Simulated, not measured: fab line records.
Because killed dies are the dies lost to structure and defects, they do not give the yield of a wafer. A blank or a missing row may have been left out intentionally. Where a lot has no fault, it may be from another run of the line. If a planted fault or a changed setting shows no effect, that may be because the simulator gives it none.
Which tool is to blame? :: flow sky130 :: 10 lots with 30 wafers sampled at 4 steps, on a route of 708 steps

== WHAT EACH GAUGE READ, for each wafer ==
SKY_VIA3_RS_MEAS_22: the measuring method here is four-point-probe.
lot: L198
measured: day 40 06:46
on: filmMetro-01
VIA3_W_RS (ohm/sq): 0.294 0.294 0.292

lot: L199
measured: day 40 15:08
on: filmMetro-02
VIA3_W_RS (ohm/sq): 0.297 0.298 0.294

lot: L201
measured: day 40 21:26
on: filmMetro-01
VIA3_W_RS (ohm/sq): 0.222 0.296 0.295

lot: L200
measured: day 41 02:19
on: filmMetro-01
VIA3_W_RS (ohm/sq): 0.221 0.293 0.294

lot: L212
measured: day 43 22:55
on: filmMetro-02
VIA3_W_RS (ohm/sq): 0.287 0.300 0.291

lot: L213
measured: day 44 03:28
on: filmMetro-04
VIA3_W_RS (ohm/sq): 0.295 0.292 0.294

lot: L214
measured: day 44 10:02
on: filmMetro-01
VIA3_W_RS (ohm/sq): 0.291 0.299 0.303

lot: L217
measured: day 45 05:01
on: filmMetro-01
VIA3_W_RS (ohm/sq): 0.297 0.296 0.290

lot: L218
measured: day 45 10:03
on: filmMetro-01
VIA3_W_RS (ohm/sq): 0.291 0.308 0.302

lot: L220
measured: day 45 22:53
on: filmMetro-01
VIA3_W_RS (ohm/sq): 0.294 0.296 0.296

== TOOL THAT RAN EACH LOT (tool first, then ch and the chambers of the sampled wafers, then the start) ==
lot: L198
SKY_VIA1_CMP_02: cmp-02 ch 0,2, day 33 10:04
SKY_METAL2_SPUTTER_03: pvdSputter-04, day 34 14:05
SKY_VIA3_CVD_21: cvdW-01 ch 0,1, day 40 06:38

lot: L199
SKY_VIA1_CMP_02: cmp-01 ch 0,2, day 33 19:53
SKY_METAL2_SPUTTER_03: pvdSputter-01, day 35 00:13
SKY_VIA3_CVD_21: cvdW-01 ch 0,1, day 40 14:59

lot: L201
SKY_VIA1_CMP_02: cmp-02 ch 0,1,2, day 34 03:16
SKY_METAL2_SPUTTER_03: pvdSputter-01, day 35 07:31
SKY_VIA3_CVD_21: cvdW-01 ch 0,1, day 40 21:17

lot: L200
SKY_VIA1_CMP_02: cmp-01 ch 1,2, day 34 05:50
SKY_METAL2_SPUTTER_03: pvdSputter-03, day 35 10:52
SKY_VIA3_CVD_21: cvdW-01 ch 0,1, day 41 02:10

lot: L212
SKY_VIA1_CMP_02: cmp-01 ch 0,2,3, day 37 10:41
SKY_METAL2_SPUTTER_03: pvdSputter-01, day 38 14:44
SKY_VIA3_CVD_21: cvdW-02 ch 0,1, day 43 22:47

lot: L213
SKY_VIA1_CMP_02: cmp-02 ch 1,3, day 37 15:46
SKY_METAL2_SPUTTER_03: pvdSputter-01, day 38 19:13
SKY_VIA3_CVD_21: cvdW-01 ch 0, day 44 03:19

lot: L214
SKY_VIA1_CMP_02: cmp-01 ch 1,2,3, day 37 22:55
SKY_METAL2_SPUTTER_03: pvdSputter-04, day 39 02:00
SKY_VIA3_CVD_21: cvdW-02 ch 0,1, day 44 09:55

lot: L217
SKY_VIA1_CMP_02: cmp-01 ch 1,2, day 38 20:05
SKY_METAL2_SPUTTER_03: pvdSputter-01, day 39 23:41
SKY_VIA3_CVD_21: cvdW-01 ch 0,1, day 45 04:54

lot: L218
SKY_VIA1_CMP_02: cmp-02 ch 0,1,2, day 39 03:37
SKY_METAL2_SPUTTER_03: pvdSputter-04, day 40 06:52
SKY_VIA3_CVD_21: cvdW-02 ch 0,1, day 45 09:56

lot: L220
SKY_VIA1_CMP_02: cmp-01 ch 1,2,3, day 39 18:49
SKY_METAL2_SPUTTER_03: pvdSputter-01, day 40 20:56
SKY_VIA3_CVD_21: cvdW-01 ch 0,1, day 45 22:39
- SKY_VIA1_CMP_02: polishes SiO2.
- SKY_METAL2_SPUTTER_03: material Ti, target thk 5 nm, time 3.3 s.
- SKY_VIA3_CVD_21: deposits W, target thk 390 nm, time 117.31 s.

== THE ANSWER, worked out from the rows above alone ==
Rule: the usual values come from the lots themselves. The widest of any qualifying gaps counts: lots, ordered by their means at a reading, are off when they make up no more than a third of the lots, leave a main group of 4 or more, and stand apart from it by 3 or more times the standard deviation of that group's means. Not used: any main group whose means are identical at the precision the tables above print for the reading. Also off: a lot with no number at a reading for which 4 or more lots have one. Where the step has rows for the other lots, those lots are counted as sound.
Off: L201, L200, seen at SKY_VIA3_RS_MEAS_22 (VIA3_W_RS). The main group: mean 0.295 ohm/sq, standard deviation 0.0024.
A tool fits if, at a process step before that reading, it ran every lot that is off, and no sound lot after the first of them. Those tools and the gauges at SKY_VIA3_RS_MEAS_22 are tried in the same way. Of those tried, none fits.

== WHAT HAD BEEN PUT IN BY THE SIMULATOR ==
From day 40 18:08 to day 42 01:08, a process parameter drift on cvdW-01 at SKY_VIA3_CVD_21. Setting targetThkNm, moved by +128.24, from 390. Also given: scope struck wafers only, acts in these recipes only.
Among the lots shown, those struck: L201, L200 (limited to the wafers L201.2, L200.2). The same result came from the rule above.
